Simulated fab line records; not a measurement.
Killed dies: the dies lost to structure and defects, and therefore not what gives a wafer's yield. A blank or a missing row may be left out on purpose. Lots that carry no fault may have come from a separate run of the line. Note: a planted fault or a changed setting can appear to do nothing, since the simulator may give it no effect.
One fault seen from 2 desks    flow sky130    only its own numbers are on each desk; what lay behind them is given at the end

## FROM THE METROLOGY DESK
Means of the sampled wafers that have a number, per lot and without regard to the tool the lot ran on: this is what the gauges read. Marked OUT: a lot whose mean sits more than 4 standard deviations from the usual mean, which makes it out of limits; the brackets give that distance.
Columns: A = VIA1_W_RS at SKY_VIA1_RS_MEAS_22, usual 0.424 ohm/sq
lot   first seen here  A
L163  day 33 19:28     0.415
L164  day 34 00:28     0.426
L165  day 34 02:38     0.427
L166  day 34 10:04     0.424
L170  day 35 18:01     0.424
L169  day 35 22:23     0.430
L171  day 36 08:29     0.425
L174  day 37 16:32     0.422
L179  day 39 12:02     0.418
L182  day 40 06:52     0.427
L183  day 40 11:45     0.422
L184  day 40 12:53     0.431
L185  day 40 23:30     0.431
L186  day 41 04:11     0.422
This desk found nothing out of limits on any of the 14 lots.

## THE TOOL OWNER'S DESK: pecvd-03
The tool's own readings at SKY_PASSIVATION_CVD_00 (deposits SiO2, target thk 90 nm): means of the sampled wafers that have a number, for each lot that ran on this tool. Marked OUT: a lot whose mean sits more than 4 standard deviations from the usual mean, which makes it out of limits; the brackets give that distance.
Columns: A = heater_power_outer_w at SKY_PASSIVATION_CVD_00, usual 377 W; B = heater_power_w at SKY_PASSIVATION_CVD_00, usual 637 W
lot   first seen here  A    B
L165  day 43 22:40     386  682
L179  day 48 03:40     387  649
L185  day 49 08:59     372  631
This desk found nothing out of limits on any of the 3 lots.

## TAKEN TOGETHER
From the metrology desk's view, nothing was out of limits.
The desk of the tool owner found nothing out of limits.

## WHAT THE SIMULATOR PUT IN
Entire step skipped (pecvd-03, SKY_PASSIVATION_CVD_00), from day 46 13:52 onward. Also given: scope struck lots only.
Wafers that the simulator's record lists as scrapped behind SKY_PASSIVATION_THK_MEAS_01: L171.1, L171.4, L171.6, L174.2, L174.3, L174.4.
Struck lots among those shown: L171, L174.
